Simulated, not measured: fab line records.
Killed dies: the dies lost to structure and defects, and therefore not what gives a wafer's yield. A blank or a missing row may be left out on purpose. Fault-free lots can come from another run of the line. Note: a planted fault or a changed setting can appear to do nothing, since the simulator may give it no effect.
Matching of chambers    flow sfq-line    4 sister chambers for SFQ_TRILAYER_I3_VIA_BARC_OPEN_VIA_ETCH_121 on rie-diel-04
The step etches BARC in O2, target depth 125 nm, time 41.7 s. 4 wafers are shown with their chamber, then 6 later ones without.

EACH WAFER AND ITS CHAMBER
wafer   chamber  bias-w (W)
L814.3  1        79.98
L814.4  0        80.39
L817.2  2        79.83
L817.6  3        80.09

WAFERS MISSING THEIR CHAMBER
wafer   bias-w (W)
L829.2  79.91
L829.3  80.11
L829.5  80.09
L833.1  80.06
L833.2  79.95
L833.6  80.15

WHICH CHAMBER EACH ONE RAN IN
wafer    from the rows above       in truth
L829.2   can't be placed: 1 or 2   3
L829.3   3                         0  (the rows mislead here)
L829.5   3                         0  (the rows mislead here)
L833.1   can't be placed: 3 or 1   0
L833.2   1                         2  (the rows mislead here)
L833.6   3                         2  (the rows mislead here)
Placed correctly: 0 of 6. Unplaceable from these rows: 2, with the true chamber sitting among the candidates in 0. Placed wrongly: 4.
How it was worked out, from the rows above alone: a wafer's distance from a chamber is the root of the sum, over the readings, of the square of ((its reading less the chamber's mean) divided by the reading's scatter). The wafer belongs to the nearest chamber; if the next one is less than 2 further off, it can't be placed. For every chamber, the mean is computed from those of its wafers that are shown. The scatter: with one shown wafer a chamber, the root of the mean of the squares of how far each hidden wafer lies from its nearest shown one.
